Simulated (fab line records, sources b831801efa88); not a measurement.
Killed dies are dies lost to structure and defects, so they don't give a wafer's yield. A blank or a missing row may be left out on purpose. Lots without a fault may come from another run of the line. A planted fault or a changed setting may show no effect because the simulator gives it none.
Which tool did it? | flow sky130 | 6 lots, 18 wafers sampled, at 4 steps of a route of 708

WHAT THE GAUGES READ, wafer by wafer
SKY_VIA3_RS_MEAS_22: measures by four-point-probe.
lot  | measured     | on            | VIA3_W_RS (ohm/sq)
L732 | day 40 21:20 | film_metro-04 | 0.2887 0.2903 0.2867
L736 | day 41 17:11 | film_metro-04 | 0.2939 0.2933 0.2943
L739 | day 42 23:04 | film_metro-02 | 57.508 56.802 57.076 57.637 56.775 57.038
L747 | day 44 17:32 | film_metro-03 | 0.2904 0.2906 0.2889
L750 | day 45 14:25 | film_metro-03 | 0.2996 0.2992 0.2961
L753 | day 46 19:03 | film_metro-03 | 0.2913 0.2923 0.2925

WHICH TOOL RAN EACH LOT (tool, then ch and the chambers of the sampled wafers, then the start)
lot  | SKY_CAPM_CVD_00                 | SKY_VIA3_ETCH_15                   | SKY_VIA3_CVD_21
L732 | pecvd-04 ch 0,2, day 37 13:13   | rie_diel-02 ch 1,2,3, day 40 20:29 | cvd_w-01 ch 0,1, day 40 21:12
L736 | pecvd-01 ch 1,2, day 38 10:58   | rie_diel-01 ch 0,2, day 41 16:20   | cvd_w-01 ch 0,1, day 41 17:03
L739 | pecvd-01 ch 0,1,2, day 39 16:38 | rie_diel-02 ch 1,3, day 42 22:14   | cvd_w-01 ch 0,1, day 42 22:57
L747 | pecvd-01 ch 0,2, day 41 15:11   | rie_diel-02 ch 0,1,2, day 44 16:36 | cvd_w-02 ch 0,1, day 44 17:25
L750 | pecvd-04 ch 0,2, day 42 14:16   | rie_diel-02 ch 0,1,3, day 45 13:35 | cvd_w-02 ch 0,1, day 45 14:18
L753 | pecvd-04 ch 0,2, day 43 22:14   | rie_diel-01 ch 0,3, day 46 17:47   | cvd_w-02 ch 0,1, day 46 18:56
- SKY_CAPM_CVD_00: deposits SiO2, target thk 15.5 nm.
- SKY_VIA3_ETCH_15: etches SiO2 in C4F8/O2/Ar, stops on TiN, target depth 507 nm, time 78 s.
- SKY_VIA3_CVD_21: deposits W, target thk 390 nm, time 117.31 s.

THE ANSWER, worked out from the rows above alone
Rule: what is usual is taken from the lots themselves. Put in order of their means at a reading, lots are off if they are a third of the lots or fewer, leave a main group of 4 or more, and stand apart from it by a gap of 3 or more times the standard deviation of the main group's means; of several such gaps the widest counts. A main group whose means are all the same, to the digits that the tables above print for the reading, isn't used. A lot without any number at a reading at which 4 lots or more have one is off too. The other lots that the step has rows for count as sound.
Off: L739, at SKY_VIA3_RS_MEAS_22 (VIA3_W_RS). The main group: mean 0.2925 ohm/sq, standard deviation 0.0034.
A tool fits if, at a process step before that reading, it ran every lot that is off, and no sound lot after the first of them. The gauges at SKY_VIA3_RS_MEAS_22 are tried like those tools. Can't be told from this: 2 tools fit, cvd_w-01 at SKY_VIA3_CVD_21, film_metro-02 at SKY_VIA3_RS_MEAS_22.

WHAT THE SIMULATOR HAD PUT IN
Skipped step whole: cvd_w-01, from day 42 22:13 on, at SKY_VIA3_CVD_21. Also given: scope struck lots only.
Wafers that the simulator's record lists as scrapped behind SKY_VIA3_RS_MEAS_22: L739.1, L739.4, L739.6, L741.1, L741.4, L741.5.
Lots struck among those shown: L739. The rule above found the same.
